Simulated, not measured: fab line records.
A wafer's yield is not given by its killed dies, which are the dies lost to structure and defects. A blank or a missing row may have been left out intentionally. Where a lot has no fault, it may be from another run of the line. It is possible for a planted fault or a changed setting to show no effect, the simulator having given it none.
Code-filled problem report in 8D (eight disciplines) form | flow sky130 | the parts of the form that need people (team, actions taken, sign-off) are left out

1. PROBLEM STATEMENT
Wafers free of any fault read -1.7 nm (standard deviation 1.6) for SD_P_OVL at SKY_SD_P_OVL_MEAS_08, against a mean of 100.9 nm on 6 wafers of 2 lots. That is +64 standard deviations from the usual mean.
Seen first at day 29 03:55 on overlay-01, wafer L752.1. At this step, 36 wafers from 12 lots have a number in the record. The rule behind "out" and "out of limits": a value lying over 4 standard deviations away from the usual mean. All remaining wafers that have a number are taken as sound.

2. WHAT IT IS; WHAT IT IS NOT
question                    | is                     | is not
which readings at this step | SD_P_OVL               | -
which lots                  | L752, L754             | L743, L744, L745, L746, L750, L756, L758, L761, L762, L765
which wafers of those lots  | all that have a number | -
read on which gauges        | overlay-01, overlay-02 | -
when                        | from day 29 03:55      | up to then (15 sound wafers); but 15 sound wafers of L756, L758, L761, L762, L765 came after

3. SUSPECTS, AND WHAT RULES EACH OUT
Counting: a tool at a process step up to the reading stays a suspect if it ran every lot that is out and no sound lot after the first of them.
- the gauge at SKY_SD_P_OVL_MEAS_08 has been ruled out. The wafers that are out were read on 2 gauges (overlay-01, overlay-02).
- iline stepper-01 at SKY_SD_P_EXPOSE_04 (exposes mask PSDM, target cd 380 nm): kept. All lots that are out passed through it, beginning with L752 at day 28 13:37, and no sound lot followed; its final sound lot before that point was L746 at day 26 06:48.
The count leaves iline stepper-01 at SKY_SD_P_EXPOSE_04.

4. THE CAUSE (what the simulator had put in)
Scanner matching overlay: iline stepper-01, from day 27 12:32 on, at SKY_SD_P_EXPOSE_04. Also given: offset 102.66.
This tool alone remained once counting was done.

5. SEQUENCE OF EFFECTS, ordered by route
Each row: a reading whose mean over the struck wafers that have a number lies more than 3 standard deviations from the usual. Only readings for which the record gives a usual standard deviation are gone through. hours: the time from each lot's start at the first step in this table that gives one to its start at this step, as a median over the lots. sigmas: the change in usual standard deviations.
hours | step                 | reading  | usual   | on struck wafers | change | sigmas
0     | SKY_SD_P_OVL_MEAS_08 | SD_P_OVL | -1.7 nm | 100.9            | +102.6 | +64

6. WHAT WOULD HAVE CAUGHT IT SOONER
39 hours passed between the start of the fault at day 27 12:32 and the first reading out of limits at a measuring or inspecting step in this record, taken at day 29 03:55.
All the lots that are out (2) had begun SKY_SD_P_EXPOSE_04 on iline stepper-01 by day 29 03:55. Had the tool been put on hold then, not one of them would have been saved.
